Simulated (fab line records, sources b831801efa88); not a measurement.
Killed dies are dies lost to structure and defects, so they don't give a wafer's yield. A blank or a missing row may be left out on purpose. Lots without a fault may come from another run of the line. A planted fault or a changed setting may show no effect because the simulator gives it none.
Which tool did it? | flow sky130 | 13 lots, 36 wafers sampled, at 5 steps of a route of 708

WHAT THE GAUGES READ, wafer by wafer
SKY_NWELL_TW_MEAS_26.
lot  | measured     | on            | NWELL_2_TW
L831 | day 5 14:53  | film_metro-02 | 490 491 490
L832 | day 5 21:32  | film_metro-03 | 484 485 486
L833 | day 5 23:25  | film_metro-02 | 490 494 493
L834 | day 6 04:53  | film_metro-03 | 487 484 487
L835 | day 6 12:17  | film_metro-01 | 497 496 496
L838 | day 7 05:25  | film_metro-03 | 484 486
L839 | day 7 10:52  | film_metro-02 | 491 493
L840 | day 7 21:55  | film_metro-01 | 502 499
L847 | day 9 12:12  | film_metro-03 | 487 488 486
L849 | day 10 10:19 | film_metro-01 | 495 495 495
L850 | day 10 18:42 | film_metro-01 | 496 493 493
L852 | day 10 21:40 | film_metro-01 | 497 495 495
L853 | day 11 01:57 | film_metro-03 | 484 486 482

SKY_VT_ADJUST_HVTP_CD_MEAS_07: target cd 380 nm.
lot  | measured     | on        | cd_nm (nm)
L831 | day 6 09:35  | cd_sem-01 | 375.0 373.7 376.0
L832 | day 6 16:28  | cd_sem-02 | 379.8 377.9 379.6
L833 | day 6 18:40  | cd_sem-01 | 382.9 384.0 383.7
L834 | day 6 23:14  | cd_sem-02 | 379.4 379.4 379.9
L835 | day 7 07:41  | cd_sem-02 | 377.1 376.3 377.6
L838 | day 8 02:19  | cd_sem-02 | 379.5 379.9
L839 | day 8 07:40  | cd_sem-02 | 379.6 379.1
L840 | day 8 18:52  | cd_sem-02 | 378.9 377.7
L847 | day 10 10:47 | cd_sem-02 | 378.1 381.2 381.1
L849 | day 11 09:49 | cd_sem-02 | 380.2 378.1 380.4
L850 | day 11 18:09 | cd_sem-02 | 379.1 383.6 382.2
L852 | day 11 22:01 | cd_sem-01 | 374.9 376.4 377.2
L853 | day 12 01:52 | cd_sem-02 | 382.2 379.6 381.0

SKY_VT_ADJUST_NCORE_CD_MEAS_07: target cd 380 nm.
lot  | measured     | on        | cd_nm (nm)
L831 | day 8 20:07  | cd_sem-02 | 379.8 381.7 381.6
L832 | day 9 06:05  | cd_sem-01 | 381.0 380.7 383.0
L833 | day 9 07:26  | cd_sem-01 | 381.0 379.9 381.8
L834 | day 9 13:03  | cd_sem-01 | 377.0 378.6 380.7
L835 | day 9 21:38  | cd_sem-02 | 376.8 377.9 379.1
L838 | day 10 18:38 | cd_sem-01 | 354.8 381.1
L839 | day 11 01:35 | cd_sem-01 | 357.5 380.3
L840 | day 11 14:26 | cd_sem-01 | 353.4 377.8
L847 | day 13 10:39 | cd_sem-01 | 377.5 377.1 376.7
L849 | day 14 12:19 | cd_sem-02 | 375.2 378.4 377.3
L850 | day 14 22:24 | cd_sem-02 | 384.9 384.3 385.5
L852 | day 15 03:44 | cd_sem-01 | 379.5 379.0 378.3
L853 | day 15 06:59 | cd_sem-02 | 379.5 379.3 381.8

WHICH TOOL RAN EACH LOT (tool, then ch and the chambers of the sampled wafers, then the start)
lot  | SKY_VT_ADJUST_LVTN_STRIP_09          | SKY_VT_ADJUST_NCORE_COAT_02
L831 | plasma_asher-03 ch 0,1, day 7 04:23  | litho_track-04 ch 0, day 8 09:34
L832 | plasma_asher-04 ch 0,1, day 7 11:47  | litho_track-03 ch 0, day 8 19:06
L833 | plasma_asher-04 ch 0,1, day 7 14:08  | litho_track-03 ch 0, day 8 20:17
L834 | plasma_asher-01 ch 0,1, day 7 18:49  | litho_track-01 ch 0, day 9 02:14
L835 | plasma_asher-01 ch 0,1, day 8 04:23  | litho_track-01 ch 0, day 9 10:50
L838 | plasma_asher-04 ch 0,1, day 8 22:59  | litho_track-01 ch 0, day 10 07:58
L839 | plasma_asher-03 ch 1, day 9 04:46    | litho_track-01 ch 0, day 10 13:58
L840 | plasma_asher-04 ch 1, day 9 16:44    | litho_track-01 ch 0, day 11 02:34
L847 | plasma_asher-01 ch 0,1, day 11 10:07 | litho_track-04 ch 0, day 12 21:34
L849 | plasma_asher-03 ch 0,1, day 12 10:16 | litho_track-01 ch 0, day 13 23:13
L850 | plasma_asher-04 ch 0,1, day 12 17:56 | litho_track-03 ch 0, day 14 08:32
L852 | plasma_asher-01 ch 0,1, day 12 22:34 | litho_track-04 ch 0, day 14 14:04
L853 | plasma_asher-04 ch 0,1, day 13 02:43 | litho_track-04 ch 0, day 14 17:41
- SKY_VT_ADJUST_LVTN_STRIP_09: strips in O2/N2.
- SKY_VT_ADJUST_NCORE_COAT_02: resist thk 1140 nm.

WHAT THE TOOLS THEMSELVES READ (means of the sampled wafers that have a number; where no wafer has one, the mark that the record gives instead)
SKY_VT_ADJUST_LVTN_STRIP_09.
lot  | tool            | drypump_motor_current_A (A) | oes_product_au (a.u.) | strip_time_to_endpoint_s (s)
L831 | plasma_asher-03 | 5.7                         | 0.720                 | 36.87
L832 | plasma_asher-04 | 5.8                         | 0.724                 | 36.82
L833 | plasma_asher-04 | 5.9                         | 0.720                 | 36.91
L834 | plasma_asher-01 | 6.1                         | 0.723                 | 36.97
L835 | plasma_asher-01 | 5.7                         | 0.728                 | 37.05
L838 | plasma_asher-04 | 5.7                         | 0.722                 | 36.87
L839 | plasma_asher-03 | 6.5                         | 0.723                 | 36.91
L840 | plasma_asher-04 | 5.2                         | 0.726                 | 36.91
L847 | plasma_asher-01 | 6.2                         | 0.722                 | 36.92
L849 | plasma_asher-03 | 5.6                         | 0.723                 | 36.82
L850 | plasma_asher-04 | 5.8                         | 0.719                 | 36.93
L852 | plasma_asher-01 | 6.1                         | 0.720                 | 37.05
L853 | plasma_asher-04 | 5.5                         | 0.724                 | 37.12

THE ANSWER, worked out from the rows above alone
Rule: what is usual is taken from the lots themselves. Put in order of their means at a reading, lots are off if they are a third of the lots or fewer, leave a main group of 4 or more, and stand apart from it by a gap of 3 or more times the standard deviation of the main group's means; of several such gaps the widest counts. A main group whose means are all the same, to the digits that the tables above print for the reading, isn't used. A lot without any number at a reading at which 4 lots or more have one is off too. The other lots that the step has rows for count as sound. The gauges are gone through in route order, then the tools' own readings, and for those a lot's mean is taken as printed above. The first step at which some lot is off is used, and at that step the reading that is off furthest; a lot without a number counts as furthest.
Off: L838, L839, L840, at SKY_VT_ADJUST_NCORE_CD_MEAS_07 (cd_nm). The main group: mean 379.8 nm, standard deviation 2.3.
A tool fits if, at a process step before that reading, it ran every lot that is off, and no sound lot after the first of them. The gauges at SKY_VT_ADJUST_NCORE_CD_MEAS_07 are tried like those tools. None of those tried fits.

WHAT THE SIMULATOR HAD PUT IN
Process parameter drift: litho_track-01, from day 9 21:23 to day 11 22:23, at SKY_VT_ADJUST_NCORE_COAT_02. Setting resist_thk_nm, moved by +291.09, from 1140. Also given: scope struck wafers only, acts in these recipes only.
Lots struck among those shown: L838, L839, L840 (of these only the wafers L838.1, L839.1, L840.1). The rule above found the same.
